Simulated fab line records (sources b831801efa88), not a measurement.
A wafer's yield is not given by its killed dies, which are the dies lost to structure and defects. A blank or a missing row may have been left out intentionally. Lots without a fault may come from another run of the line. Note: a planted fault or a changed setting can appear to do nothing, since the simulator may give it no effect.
Struck lot and sound lot, side by side | flow sky130 | 43 out of 708 route steps
Sound: wafers L529.1, L529.3, L529.4. Struck: wafer L537.1; the same lot's L537.3 was not struck, so it is left out; see the end for the cause.
At each step with rows: each side's tool, then ch and its chambers, then its first start. Under that, the readings that differ: sound wafers | struck wafers | difference of the means | sigmas: that difference in standard deviations of wafers without a fault.
alike: readings whose means differ by less than 2 such deviations, and words and numbers that are the same on both sides. not compared: withheld readings, readings that some wafer has no value for, bounds like >300 that may hide the same value, and numbers for which the record gives no deviation and whose values overlap.
A row with sigmas, a row that says differs or no value, or rows on one side alone: a step with any of these is where the two part. Numbers that don't overlap but have no deviation are shown without sigmas and don't part them. Lack of a reading on every wafer of one side parts them only where that side has two or more wafers.

SKY_LDD_HVN_OVL_MEAS_07:
  sound on overlay-02 at day 21 22:32; struck on overlay-01 at day 24 20:07
  alike: LDD_HVN_OVL
next, for these wafers, 1 step has no rows: SKY_LDD_HVN_IMPLANT_08.
SKY_LDD_HVN_STRIP_09: strips in O2/N2.
  sound on plasma asher-04 ch 0,1, day 21 22:43; struck on plasma asher-04 ch 1, day 24 20:18
  alike: drypump motor current A, oes product au, strip time to endpoint s
  not compared: rf hours counter h
SKY_LDD_HVN_TW_MEAS_10:
  sound on film metro-04 at day 21 22:49; struck on film metro-02 at day 24 20:24
  reading    | sound          | struck | difference | sigmas
  LDD_HVN_TW | 1478 1459 1466 | 1437   | -31        | -2
then, 7 steps without rows for these wafers: SKY_LDD_HVP_DEHYDRATE_00 (time 60 s); SKY_LDD_HVP_HMDS_01 (prime time 60 s); SKY_LDD_HVP_COAT_02 (resist thk 300 nm); SKY_LDD_HVP_SOFTBAKE_03 (time 60 s); SKY_LDD_HVP_EXPOSE_04 (exposes mask HVPTM, target cd 700 nm); SKY_LDD_HVP_PEB_05; SKY_LDD_HVP_DEVELOP_06 (develop time 60 s).
SKY_LDD_HVP_OVL_MEAS_07:
  sound on overlay-02 at day 23 05:41; struck on overlay-02 at day 26 01:43
  alike: LDD_HVP_OVL
SKY_LDD_HVP_IMPLANT_08:
  sound on implanter-04 ch 0, day 23 05:43; struck on implanter-02 ch 0, day 26 01:45
SKY_LDD_HVP_STRIP_09: strips in O2/N2.
  sound on plasma asher-03 ch 0,1, day 23 05:52; struck on plasma asher-01 ch 1, day 26 01:54
  alike: drypump motor current A, oes product au, strip time to endpoint s
  not compared: rf hours counter h
SKY_LDD_HVP_TW_MEAS_10:
  sound on film metro-01 at day 23 05:58; struck on film metro-03 at day 26 02:00
  alike: LDD_HVP_TW
then, 7 steps without rows for these wafers: SKY_LDD_LDN_DEHYDRATE_00 (time 60 s); SKY_LDD_LDN_HMDS_01 (prime time 60 s); SKY_LDD_LDN_COAT_02 (resist thk 1140 nm); SKY_LDD_LDN_SOFTBAKE_03 (time 60 s); SKY_LDD_LDN_EXPOSE_04 (exposes mask LDNTM, target cd 700 nm); SKY_LDD_LDN_PEB_05; SKY_LDD_LDN_DEVELOP_06 (develop time 60 s).
SKY_LDD_LDN_OVL_MEAS_07:
  sound on overlay-02 at day 24 11:23; struck on overlay-01 at day 27 06:56
  alike: LDD_LDN_OVL
then, 4 steps without rows for these wafers: SKY_LDD_LDN_IMPLANT_08; SKY_LDD_LDN_IMPLANT_09; SKY_LDD_LDN_IMPLANT_10; SKY_LDD_LDN_IMPLANT_11.
SKY_LDD_LDN_STRIP_12: strips in O2/N2.
  sound on plasma asher-01 ch 0,1, day 24 12:01; struck on plasma asher-02 ch 1, day 27 07:34
  alike: drypump motor current A, oes product au, strip time to endpoint s
  not compared: rf hours counter h
SKY_LDD_LDN_TW_MEAS_13:
  sound on film metro-02 at day 24 12:07; struck on film metro-01 at day 27 07:40
  alike: LDD_LDN_TW
then, 2 steps without rows for these wafers: SKY_LDD_LDN_CLEAN_14 (cleans in SC1/SC2, time 150 s); SKY_SPACER_CVD_00 (deposits Si3N4 from DCS/NH3, target thk 43.1 nm, time 740 s).
SKY_SPACER_THK_MEAS_01:
  sound on film metro-02 at day 24 13:26; struck on film metro-03 at day 27 08:59
  alike: SPACER_CVD_00_THK
SKY_SPACER_ETCHBACK_02: etches Si3N4 in CH3F/O2, stops on SiO2, time 46.7 s, target depth 45 nm.
  sound on rie diel-04 ch 0,1, day 24 13:29; struck on rie diel-02 ch 1, day 27 09:02
  reading                     | sound       | struck | difference | sigmas
  drypump motor current A (A) | 4.9 5.4 4.9 | 6.2    | +1.1       | +2
  alike: oes product au, throttle valve pct
  not compared: rf hours counter h
then, 8 steps without rows for these wafers: SKY_POLY_CUT_DEHYDRATE_00 (time 60 s); SKY_POLY_CUT_HMDS_01 (prime time 60 s); SKY_POLY_CUT_COAT_02 (resist thk 60 nm); SKY_POLY_CUT_COAT_03 (resist thk 450 nm); SKY_POLY_CUT_SOFTBAKE_04 (time 90 s); SKY_POLY_CUT_EXPOSE_05 (exposes mask NPCM, target cd 270 nm); SKY_POLY_CUT_PEB_06; SKY_POLY_CUT_DEVELOP_07 (develop time 60 s).
SKY_POLY_CUT_CD_MEAS_08: the cd target is 270 nm.
  sound on cd sem-01 at day 25 18:07; struck on cd sem-01 at day 28 13:44
  alike: cd nm
-- record jumps: 20 days separate the struck wafers' starts on either side; left off in module POLY_CUT, taken up again in module PAD_OPEN, whose first shown step is the route's number 708 --
SKY_PAD_OPEN_PROBE_99:
  sound on prober-02 at day 46 20:49; struck on prober-02 at day 48 14:53
  reading                                        | sound              | struck | difference | sigmas
  killed_at_M0_to_M3                             | 53 50 52           | 34     | -18        | -2
  model.etest.tip_p_5v.rs ohm sq                 | 2844 2861 2859     | 3132   | +277       |
  model.etest.tip_p_5v.rs ohm sq range           | 64.01 48.24 56.78  | 315.5  | +259.2     |
  model.etest.tip_p_5v.rs ohm sq rim less centre | -6.543 26.82 2.005 | -150.5 | -157.9     |
  alike: killed_at_M4_up, killed at contacts, killed at front end, killed at other, killed dies, killed open, killed short

== WHERE THEY PART ==
Last at SKY_PAD_OPEN_PROBE_99 as far as this record goes, first at SKY_LDD_HVN_TW_MEAS_10.

WHY: what the simulator had put in
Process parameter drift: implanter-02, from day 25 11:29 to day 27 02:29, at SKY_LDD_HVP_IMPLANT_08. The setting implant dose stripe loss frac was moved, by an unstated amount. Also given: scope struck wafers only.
